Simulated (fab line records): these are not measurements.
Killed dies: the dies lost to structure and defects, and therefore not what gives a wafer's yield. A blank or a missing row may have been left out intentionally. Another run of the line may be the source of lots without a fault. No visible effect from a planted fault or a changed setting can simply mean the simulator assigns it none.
2 desks, one fault    flow gf180mcu    only its own numbers are on each desk; what lay behind them is given at the end

== THE TOOL OWNER'S DESK: pvd sputter-04 ==
The tool's own readings at GF_M1_SPUTTER_00 (material Ti, target thk 37.5 nm, time 150 s): means of the sampled wafers that have a number, for each lot that ran on this tool. If a lot's mean is further than 4 standard deviations from the usual mean, the lot is out of limits and carries the mark OUT (the distance appears in the brackets).
Columns: A = cathode dc power W at GF_M1_SPUTTER_00, usual 3999.9 W; B = chamber pressure pa at GF_M1_SPUTTER_00, usual 2.000 Pa; C = throttle valve pct at GF_M1_SPUTTER_00, usual 31.0 %
lot   first seen here  A                         B      C
L312  day 20 01:23     4303.6 (+99 or more) OUT  2.003  30.8
L313  day 20 08:43     4302.7 (+99 or more) OUT  1.998  31.6
L322  day 23 06:17     3999.4                    2.003  31.4
L324  day 24 01:19     3999.4                    2.001  31.4
This desk's verdict: out of limits on L312, L313, starting with L312 at day 20 01:23 (cathode dc power W at GF_M1_SPUTTER_00). L322, L324: within limits.

== AT THE METROLOGY DESK ==
Means of the sampled wafers that have a number, per lot and without regard to the tool the lot ran on: this is what the gauges read. If a lot's mean is further than 4 standard deviations from the usual mean, the lot is out of limits and carries the mark OUT (the distance appears in the brackets).
Columns: A = CONTACT_W_THK at GF_CONTACT_THK_MEAS_26, usual 306 nm; B = M1_ALCU_THK at GF_M1_THK_MEAS_06, usual 456 nm
lot   first seen here  A    B
L303  day 16 16:01     309  453
L304  day 17 02:35     309  457
L306  day 17 21:09     301  456
L312  day 20 01:02     300  454
L313  day 20 08:21     313  457
L317  day 21 16:03     308  457
L318  day 22 00:31     297  453
L319  day 22 14:17     304  456
L320  day 22 20:07     296  458
L321  day 23 00:56     303  452
L322  day 23 05:55     312  461
L323  day 23 22:43     308  454
L324  day 24 00:46     307  460
Result from this desk: across the 13 lots, nothing is out of limits.

== BROUGHT TOGETHER ==
On L312, L313, at day 20 01:23, an alarm was possible from the tool owner's desk.
The metrology desk saw nothing out of limits.
The metrology desk has L312, L313 on record, within its limits.
All the named lots went through GF_M1_SPUTTER_00 on pvd sputter-04.

== WHAT THE SIMULATOR PUT IN ==
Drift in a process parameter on pvd sputter-04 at GF_M1_SPUTTER_00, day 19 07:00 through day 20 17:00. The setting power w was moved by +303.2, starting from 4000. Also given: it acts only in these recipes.
Shown lots that were struck: L312, L313.
Delay in hours, fault start to first out-of-limits reading, by desk: the tool owner's desk at 18.
